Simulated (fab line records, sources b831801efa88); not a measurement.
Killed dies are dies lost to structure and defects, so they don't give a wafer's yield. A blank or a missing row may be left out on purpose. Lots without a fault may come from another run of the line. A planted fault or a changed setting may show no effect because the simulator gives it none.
Which tool did it? | flow gf180mcu | 14 lots, 42 wafers sampled, at 5 steps of a route of 602

WHAT THE GAUGES READ, wafer by wafer
GF_VT_IMPLANT_RS_MEAS_46: measures by four-point-probe.
lot  | measured     | on            | MVSD_RS (ohm/sq)
L584 | day 7 20:26  | film_metro-02 | 459.4 457.5 458.2
L586 | day 8 06:58  | film_metro-02 | 457.4 455.9 457.0
L587 | day 8 10:33  | film_metro-01 | 456.0 454.8 455.9
L588 | day 8 20:49  | film_metro-02 | 455.8 457.1 456.0
L590 | day 9 15:53  | film_metro-02 | 456.8 456.4 456.2
L591 | day 9 20:28  | film_metro-01 | 454.0 455.0 453.5
L592 | day 9 22:38  | film_metro-02 | 457.2 457.5 457.4
L593 | day 10 14:16 | film_metro-02 | 455.2 453.5 456.1
L594 | day 10 17:07 | film_metro-01 | 454.8 455.1 455.6
L598 | day 11 14:58 | film_metro-01 | 455.4 456.0 457.1
L599 | day 12 00:32 | film_metro-02 | 455.1 454.3 455.7
L600 | day 12 06:44 | film_metro-01 | 455.5 455.7 454.7
L601 | day 12 12:44 | film_metro-02 | 456.9 457.1 456.8
L605 | day 13 14:22 | film_metro-03 | 455.3 455.5 455.6

GF_HV_LDD_OVL_MEAS_20.
lot  | measured     | on         | HV_LDD_01_OVL (nm)
L584 | day 11 01:29 | overlay-01 | -1.7 2.0 0.9
L586 | day 11 12:01 | overlay-02 | -0.9 1.7 2.2
L587 | day 11 17:41 | overlay-01 | -2.2 -1.8 -0.1
L588 | day 12 03:38 | overlay-02 | -0.2 1.6 2.0
L590 | day 13 01:32 | overlay-02 | -0.8 -0.5 1.1
L591 | day 13 06:40 | overlay-01 | -1.2 -0.2 0.3
L592 | day 13 11:58 | overlay-01 | -2.1 -2.4 0.6
L593 | day 14 04:22 | overlay-01 | 1.1 2.0 0.4
L594 | day 14 05:25 | overlay-02 | -2.2 -1.3 -0.8
L598 | day 15 08:52 | overlay-02 | -0.4 -2.1 -2.7
L599 | day 15 17:31 | overlay-01 | 2.0 0.3 0.7
L600 | day 16 02:37 | overlay-02 | -1.6 -0.7 1.8
L601 | day 16 09:02 | overlay-01 | 1.0 0.5 1.0
L605 | day 17 20:43 | overlay-02 | 2.0 -0.2 -1.2

GF_HV_LDD_OVL_MEAS_47.
lot  | measured     | on         | HV_LDD_03_OVL (nm)
L584 | day 12 15:50 | overlay-02 | 0.9 1.2 0.0
L586 | day 13 01:49 | overlay-01 | -0.1 1.9 3.7
L587 | day 13 08:38 | overlay-02 | -0.7 -0.6 -0.6
L588 | day 13 19:19 | overlay-02 | -1.6 0.2 -1.1
L590 | day 14 19:26 | overlay-01 | 0.3 1.4 -0.1
L591 | day 15 00:58 | overlay-01 | -0.4 -0.5 0.4
L592 | day 15 06:52 | overlay-02 | -0.4 -1.9 -2.2
L593 | day 15 23:04 | overlay-01 | -0.6 -3.4 -1.8
L594 | day 16 00:10 | overlay-01 | 0.8 0.9 0.1
L598 | day 17 05:58 | overlay-02 | -0.3 -0.9 -0.1
L599 | day 17 16:16 | overlay-01 | 0.4 2.8 1.2
L600 | day 18 01:49 | overlay-02 | 0.4 2.1 0.9
L601 | day 18 08:22 | overlay-02 | -0.4 -0.3 0.0
L605 | day 19 22:34 | overlay-02 | -1.5 -2.2 0.2

WHICH TOOL RAN EACH LOT (tool, then ch and the chambers of the sampled wafers, then the start)
lot  | GF_HV_LDD_COAT_14                 | GF_HV_LDD_STRIP_22
L584 | litho_track-01 ch 0, day 10 16:27 | plasma_asher-01 ch 0,1, day 11 01:41
L586 | litho_track-01 ch 0, day 11 01:54 | plasma_asher-01 ch 0,1, day 11 12:12
L587 | litho_track-01 ch 0, day 11 08:21 | plasma_asher-04 ch 0,1, day 11 17:53
L588 | litho_track-04 ch 0, day 11 17:40 | plasma_asher-04 ch 0,1, day 12 03:49
L590 | litho_track-01 ch 0, day 12 15:09 | plasma_asher-01 ch 0,1, day 13 01:44
L591 | litho_track-02 ch 0, day 12 20:01 | plasma_asher-04 ch 0,1, day 13 06:51
L592 | litho_track-02 ch 0, day 13 01:33 | plasma_asher-02 ch 0,1, day 13 12:09
L593 | litho_track-04 ch 0, day 13 17:21 | plasma_asher-01 ch 0,1, day 14 04:33
L594 | litho_track-02 ch 0, day 13 17:56 | plasma_asher-04 ch 0,1, day 14 05:36
L598 | litho_track-02 ch 0, day 14 21:49 | plasma_asher-02 ch 0,1, day 15 09:03
L599 | litho_track-02 ch 0, day 15 07:14 | plasma_asher-01 ch 0,1, day 15 17:43
L600 | litho_track-02 ch 0, day 15 15:38 | plasma_asher-02 ch 0,1, day 16 02:48
L601 | litho_track-02 ch 0, day 15 21:55 | plasma_asher-01 ch 0,1, day 16 09:13
L605 | litho_track-04 ch 0, day 17 08:52 | plasma_asher-01 ch 0, day 17 20:54
- GF_HV_LDD_COAT_14: resist thk 1000 nm.
- GF_HV_LDD_STRIP_22: strips in O2/N2.

WHAT THE TOOLS THEMSELVES READ (means of the sampled wafers that have a number; where no wafer has one, the mark that the record gives instead)
GF_HV_LDD_STRIP_22.
lot  | tool            | drypump_motor_current_A (A) | heater_power_w (W) | oes_product_au (a.u.) | strip_time_to_endpoint_s (s)
L584 | plasma_asher-01 | 5.7                         | 317                | 0.712                 | 12.60
L586 | plasma_asher-01 | 6.0                         | 314                | 0.713                 | 12.67
L587 | plasma_asher-04 | 5.2                         | 350                | 0.714                 | 12.70
L588 | plasma_asher-04 | 5.1                         | 369                | 0.716                 | 12.62
L590 | plasma_asher-01 | 6.0                         | 313                | 0.719                 | 12.64
L591 | plasma_asher-04 | 5.2                         | 350                | 0.720                 | 12.65
L592 | plasma_asher-02 | 5.2                         | 298                | 0.710                 | 12.65
L593 | plasma_asher-01 | 6.0                         | 318                | 0.715                 | 12.64
L594 | plasma_asher-04 | 5.2                         | 347                | 0.717                 | 12.65
L598 | plasma_asher-02 | 5.1                         | 296                | 0.717                 | 12.65
L599 | plasma_asher-01 | 5.7                         | 321                | 0.712                 | 12.50
L600 | plasma_asher-02 | 5.4                         | 275                | 0.713                 | 12.46
L601 | plasma_asher-01 | 6.0                         | 315                | 0.720                 | 12.46
L605 | plasma_asher-01 | 5.5                         | 324                | 0.710                 | 12.60

THE ANSWER, worked out from the rows above alone
Rule: what is usual is taken from the lots themselves. Put in order of their means at a reading, lots are off if they are a third of the lots or fewer, leave a main group of 4 or more, and stand apart from it by a gap of 3 or more times the standard deviation of the main group's means; of several such gaps the widest counts. A main group whose means are all the same, to the digits that the tables above print for the reading, isn't used. A lot without any number at a reading at which 4 lots or more have one is off too. The other lots that the step has rows for count as sound. The gauges are gone through in route order, then the tools' own readings, and for those a lot's mean is taken as printed above. The first step at which some lot is off is used, and at that step the reading that is off furthest; a lot without a number counts as furthest.
Off: L599, L600, L601, at GF_HV_LDD_STRIP_22 (strip_time_to_endpoint_s). The main group: mean 12.64 s, standard deviation 0.028.
A tool fits if, at that step or a process step before it, it ran every lot that is off, and no sound lot after the first of them. One fits: litho_track-02 at GF_HV_LDD_COAT_14. Its last sound lot is L598 (day 14 21:49), its first lot that is off L599 (day 15 07:14): a fault that began between those two fits.

WHAT THE SIMULATOR HAD PUT IN
Process parameter drift: litho_track-02, from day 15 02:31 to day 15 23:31, at GF_HV_LDD_COAT_14. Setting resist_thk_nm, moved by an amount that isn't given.
Lots struck among those shown: L599, L600, L601. The rule above found the same.
